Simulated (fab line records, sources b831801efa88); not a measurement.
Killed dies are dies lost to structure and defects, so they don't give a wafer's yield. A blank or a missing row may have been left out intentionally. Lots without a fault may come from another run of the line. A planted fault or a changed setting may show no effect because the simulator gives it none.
Matching of chambers + flow gf180mcu + GF_V2_CMP_04 on cmp-01 has 4 sister chambers
The step polishes SiO2. 4 wafers are shown with their chamber, then 9 later ones without.

## EACH WAFER AND ITS CHAMBER
| wafer  | chamber | motor-current-A (A) |
|--------|---------|---------------------|
| L357.1 | 2       | 11.8                |
| L357.4 | 3       | 11.7                |
| L358.5 | 0       | 11.9                |
| L358.6 | 1       | 12.3                |

## WAFERS WHOSE CHAMBER IS MISSING
| wafer  | motor-current-A (A) |
|--------|---------------------|
| L359.1 | 11.6                |
| L359.5 | 12.3                |
| L359.6 | 11.6                |
| L361.2 | 11.4                |
| L361.3 | 11.7                |
| L361.4 | 12.2                |
| L367.1 | 11.7                |
| L367.2 | 12.4                |
| L367.3 | 12.5                |

## EACH ONE'S CHAMBER
| wafer  | from the rows above          | in truth                   |
|--------|------------------------------|----------------------------|
| L359.1 | can't be placed: 3 or 2 or 0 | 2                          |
| L359.5 | 1                            | 1                          |
| L359.6 | can't be placed: 3 or 2 or 0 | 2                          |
| L361.2 | can't be placed: 3 or 2 or 0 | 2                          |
| L361.3 | can't be placed: 3 or 2 or 0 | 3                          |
| L361.4 | can't be placed: 1 or 0      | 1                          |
| L367.1 | can't be placed: 3 or 2 or 0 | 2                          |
| L367.2 | 1                            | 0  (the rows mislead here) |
| L367.3 | 1                            | 1                          |
Placed correctly: 2 of 9. These rows do not allow placing 6 (true chamber among the candidates in 6). Number placed wrongly: 1.
How it was worked out, from the rows above alone: a wafer's distance from a chamber is the root of the sum, over the readings, of the square of ((its reading less the chamber's mean) divided by the reading's scatter). The wafer belongs to the nearest chamber; if the next one is less than 2 further off, it can't be placed. Each chamber's mean is taken over the wafers shown for it. The scatter: root of mean squared gap, hidden wafer to nearest shown wafer, with one shown wafer a chamber.
